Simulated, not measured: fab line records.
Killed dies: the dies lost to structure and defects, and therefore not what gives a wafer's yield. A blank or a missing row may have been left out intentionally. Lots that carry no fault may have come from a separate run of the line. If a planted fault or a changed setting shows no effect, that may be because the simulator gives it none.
Comparing a struck lot with a sound one :: flow sfqLine :: 42 out of 325 route steps
Sound: wafers L227.1, L227.3, L227.6. Struck: wafers L231.1, L231.2, L231.4. The cause is given at the end.
At each step with rows: each side's tool, then ch and its chambers, then its first start. Under that, the readings that differ: sound wafers :: struck wafers :: difference of the means :: sigmas: that difference in standard deviations of wafers without a fault.
alike: readings whose means differ by less than 2 such deviations, and words and numbers that are the same on both sides. not compared: withheld readings, readings that some wafer has no value for, bounds like >300 that may hide the same value, and numbers for which the record gives no deviation and whose values overlap.
Wherever a step has rows on one side only, a row that says differs or no value, or a row with sigmas, the two part there. When numbers do not overlap yet have no deviation, they are printed without sigmas and do not part them. A reading missing from all wafers of one side parts the sides only when that side holds two or more wafers.

first, 6 steps without rows for these wafers: SFQ_TRILAYER_M6_LITHO_COAT_164 (resist thk 62 nm); SFQ_TRILAYER_M6_LITHO_COAT_159 (resist thk 600 nm); SFQ_TRILAYER_M6_LITHO_SOFTBAKE_163; SFQ_TRILAYER_M6_LITHO_EXPOSE_160 (exposes mask M6, target cd 500 nm); SFQ_TRILAYER_M6_LITHO_PEB_162 (peb time 60 s); SFQ_TRILAYER_M6_LITHO_DEVELOP_161 (time 60 s).
SFQ_M6_OVL_MEAS_940:
  sound on overlay-01 at day 62 03:47; struck on overlay-01 at day 62 13:23
  alike: M6_OVL
then, 1 step without rows for these wafers: SFQ_TRILAYER_M6_BARC_OPEN_METAL_ETCH_206 (etches BARC in O2, target depth 125 nm, time 41.7 s).
SFQ_TRILAYER_M6_ETCH_METAL_ETCH_162: etches Nb in Cl2/Ar, stops on SiO2, target depth 240 nm, time 120 s.
  sound on rieMetal-03 ch 1, day 62 03:52; struck on rieMetal-04 ch 0,1, day 62 13:28
reading: drypumpMotorCurrentA (A)
sound: 6.08 6.11 6.13
struck: 5.37 5.87 5.39
difference: -0.56
sigmas: -2
  alike: oesProductAu
  not compared: rfHoursCounterH
SFQ_TRILAYER_M6_STRIP_STRIP_163: strips in O2.
  sound on rieMetal-03 ch 1, day 62 04:00; struck on rieMetal-04 ch 0,1, day 62 13:36
reading: drypumpMotorCurrentA (A)
sound: 6.12 6.14 6.11
struck: 5.37 5.89 5.39
difference: -0.57
sigmas: -2
  alike: oesProductAu
  not compared: rfHoursCounterH
then, 2 steps without rows for these wafers: SFQ_TRILAYER_M6_STRIP_SOLV_CLEAN_164 (cleans in NMP, time 600 s); SFQ_TRILAYER_I6_DEP_PECVD_165 (deposits SiO2 from SiH4/N2O, time 111.11 s, target thk 500 nm).
SFQ_TRILAYER_I6_CMP_CMP_166: polishes SiO2.
  sound on cmp-01 ch 1,2,3, day 62 09:45; struck on cmp-01 ch 0,1,3, day 62 21:15
  no value came back on the struck wafers for any of 5 readings (edgeZonePressureFrac, headPressurePsi (psi) and others); on the sound wafers edgeZonePressureFrac reads 1.002 1.000 0.997
reading: model.SiO2_of_TRILAYER_I6_DEP_PECVD_165.thkNm (nm)
sound: 200.4 201.1 200.4
struck: 501.6 499.8 506.2
difference: +301.9
sigmas: 
SFQ_I6_BOW_MEAS_941:
  sound on filmMetro-01 at day 62 11:45; struck on filmMetro-04 at day 62 23:45
  alike: I6_BOW
SFQ_TRILAYER_I6_METRO_MEASURE_167:
  sound on filmMetro-01 at day 62 11:52; struck on filmMetro-04 at day 62 23:52
reading: thkNm (nm)
sound: 200.5 200.9 200.5
struck: 501.2 499.7 505.9
difference: +301.6
sigmas: +99 or more
then, 6 steps without rows for these wafers: SFQ_TRILAYER_I6_VIA_LITHO_COAT_174 (resist thk 62 nm); SFQ_TRILAYER_I6_VIA_LITHO_COAT_169 (resist thk 650 nm); SFQ_TRILAYER_I6_VIA_LITHO_SOFTBAKE_173; SFQ_TRILAYER_I6_VIA_LITHO_EXPOSE_170 (exposes mask I6, target cd 700 nm); SFQ_TRILAYER_I6_VIA_LITHO_PEB_172 (peb time 60 s); SFQ_TRILAYER_I6_VIA_LITHO_DEVELOP_171 (time 60 s).
SFQ_I6_OVL_MEAS_942:
  sound on overlay-01 at day 63 00:11; struck on overlay-02 at day 63 05:59
  alike: I6_OVL
then, 1 step without rows for these wafers: SFQ_TRILAYER_I6_VIA_BARC_OPEN_VIA_ETCH_235 (etches BARC in O2, target depth 125 nm, time 41.7 s).
SFQ_TRILAYER_I6_VIA_ETCH_VIA_ETCH_172: etches SiO2 in CHF3, stops on Nb, target depth 260 nm.
  sound on rieDiel-02 ch 0,1, day 63 00:15; struck on rieDiel-03 ch 0,2,3, day 63 06:03
reading: oesProductAu (a.u.)
sound: 0.847 0.860 0.858
struck: 1.616 1.619 1.630
difference: +0.767
sigmas: +99 or more

reading: model.I6.featureDepthNm (nm)
sound: 200.4 201.1 200.4
struck: 257.3 259.3 260.9
difference: +58.5
sigmas: 

reading: model.etch.depthNm (nm)
sound: 200.4 201.1 200.4
struck: 257.3 259.3 260.9
difference: +58.5
sigmas: 
  alike: drypumpMotorCurrentA
then, 2 steps without rows for these wafers: SFQ_TRILAYER_I6_VIA_STRIP_STRIP_173 (strips in O2); SFQ_TRILAYER_I6_VIA_STRIP_SOLV_CLEAN_174 (cleans in NMP, time 600 s).
SFQ_TRILAYER_M7_DEP_PRE_CLEAN_176: time 22.5 s.
  sound on pvdSputter-04 at day 63 01:08; struck on pvdSputter-06 at day 63 07:32
reading: model.SiO2_of_TRILAYER_I6_DEP_PECVD_165.thkNm (nm)
sound: 192.9 193.6 192.9
struck: 494.1 492.3 498.7
difference: +301.9
sigmas: 
SFQ_TRILAYER_M7_DEP_SPUTTER_175: material Nb, target thk 200 nm, time 133.3 s.
  sound on pvdSputter-04 at day 63 01:10; struck on pvdSputter-06 at day 63 07:34
  alike: throttleValvePct
SFQ_M7_RS_MEAS_943: uses a four-point probe to measure.
  sound on filmMetro-01 at day 63 01:16; struck on filmMetro-01 at day 63 07:40
  alike: M7_NB_RS
then, 6 steps without rows for these wafers: SFQ_TRILAYER_M7_LITHO_COAT_182 (resist thk 62 nm); SFQ_TRILAYER_M7_LITHO_COAT_177 (resist thk 600 nm); SFQ_TRILAYER_M7_LITHO_SOFTBAKE_181; SFQ_TRILAYER_M7_LITHO_EXPOSE_178 (exposes mask M7, target cd 500 nm); SFQ_TRILAYER_M7_LITHO_PEB_180 (peb time 60 s); SFQ_TRILAYER_M7_LITHO_DEVELOP_179 (time 60 s).
-- the record jumps here: 4 days lie between the struck wafers' starts before and after --
SFQ_M7_OVL_MEAS_945:
  sound on overlay-02 at day 67 14:45; struck on overlay-02 at day 67 19:33
  alike: M7_OVL
SFQ_TRILAYER_M7_BARC_OPEN_METAL_ETCH_229: etches BARC in O2, target depth 125 nm, time 41.7 s.
  sound on rieMetal-01 ch 0,1, day 67 14:47; struck on rieMetal-04 ch 0,1, day 67 19:35
  alike: drypumpMotorCurrentA, oesProductAu
  not compared: rfHoursCounterH
then, 3 steps without rows for these wafers: SFQ_TRILAYER_M7_ETCH_METAL_ETCH_180 (etches Nb in Cl2/Ar, stops on SiO2, target depth 240 nm, time 120 s); SFQ_TRILAYER_M7_STRIP_STRIP_181 (strips in O2); SFQ_TRILAYER_M7_STRIP_SOLV_CLEAN_182 (cleans in NMP, time 600 s).
SFQ_TRILAYER_I7_DEP_PECVD_183: deposits SiO2 from SiH4/N2O, time 111.11 s, target thk 500 nm.
  sound on pecvd-03 ch 0,1,2, day 67 15:44; struck on pecvd-02 ch 1,2, day 67 20:32
reading: throttleValvePct (%)
sound: 23.5 24.6 23.9
struck: 26.2 26.7 26.2
difference: +2.4
sigmas: +2
  alike: chamberPressureTorr, heaterPowerW
-- the record jumps here: 8 days lie between the struck wafers' starts before and after --
SFQ_M8_BOW_MEAS_951:
  sound on filmMetro-02 at day 75 13:10; struck on filmMetro-01 at day 76 01:17
reading: model.etest.i6.linkOhm
sound: 1.862 1.878 1.849
struck: 1e+06 1e+06 1e+06
difference: +1e+06
sigmas: 
  alike: M8_BOW

== WHERE THEY PART ==
At SFQ_TRILAYER_M6_ETCH_METAL_ETCH_162 first; at SFQ_TRILAYER_I7_DEP_PECVD_183 last (within this record only). Later steps at which nothing parts them and some readings are alike: SFQ_M8_BOW_MEAS_951.

WHY: what the simulator had put in
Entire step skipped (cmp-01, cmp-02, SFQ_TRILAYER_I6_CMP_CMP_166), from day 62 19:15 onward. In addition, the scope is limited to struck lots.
